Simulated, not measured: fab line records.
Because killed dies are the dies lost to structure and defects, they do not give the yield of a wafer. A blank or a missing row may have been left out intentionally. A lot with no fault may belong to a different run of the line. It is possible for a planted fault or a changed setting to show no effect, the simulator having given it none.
Chamber matching || flow sky130 || SKY_VIA1_HDPCVD_00 on hdpcvd-02: 3 sister chambers
The step deposits SiO2, target thk 1030 nm, time 171.7 s. 3 wafers are shown with their chamber, then 7 later ones without.

## WAFERS, EACH WITH ITS CHAMBER
{"wafer": "L466.6", "chamber": 0, "susceptorTempC (C)": 400.09}
{"wafer": "L468.2", "chamber": 2, "susceptorTempC (C)": 399.75}
{"wafer": "L468.5", "chamber": 1, "susceptorTempC (C)": 400.16}

## WAFERS WITH NO CHAMBER GIVEN
{"wafer": "L468.6", "susceptorTempC (C)": 399.99}
{"wafer": "L469.4", "susceptorTempC (C)": 400.04}
{"wafer": "L469.5", "susceptorTempC (C)": 399.79}
{"wafer": "L469.6", "susceptorTempC (C)": 400.07}
{"wafer": "L476.1", "susceptorTempC (C)": 400.00}
{"wafer": "L476.4", "susceptorTempC (C)": 399.80}
{"wafer": "L477.4", "susceptorTempC (C)": 400.37}

## CHAMBER TAKEN BY EACH
{"wafer": "L468.6", "from the rows above": "can't be placed: 0 or 1 or 2", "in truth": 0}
{"wafer": "L469.4", "from the rows above": "can't be placed: 0 or 1", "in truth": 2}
{"wafer": "L469.5", "from the rows above": 2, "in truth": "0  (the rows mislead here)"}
{"wafer": "L469.6", "from the rows above": "can't be placed: 0 or 1", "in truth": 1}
{"wafer": "L476.1", "from the rows above": "can't be placed: 0 or 1 or 2", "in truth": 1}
{"wafer": "L476.4", "from the rows above": 2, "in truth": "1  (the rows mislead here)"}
{"wafer": "L477.4", "from the rows above": "can't be placed: 1 or 0", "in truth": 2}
Correct placement for 0 of the 7. From these rows, 5 cannot be placed; in 3 the true chamber is one of the candidates. Number placed wrongly: 2.
How it was worked out, from the rows above alone: a wafer's distance from a chamber is the root of the sum, over the readings, of the square of ((its reading less the chamber's mean) divided by the reading's scatter). The wafer belongs to the nearest chamber; if the next one is less than 2 further off, it can't be placed. For every chamber, the mean is computed from those of its wafers that are shown. The scatter (one wafer shown for each chamber): square how far every hidden wafer sits from the nearest shown wafer, average those squares and take the square root.
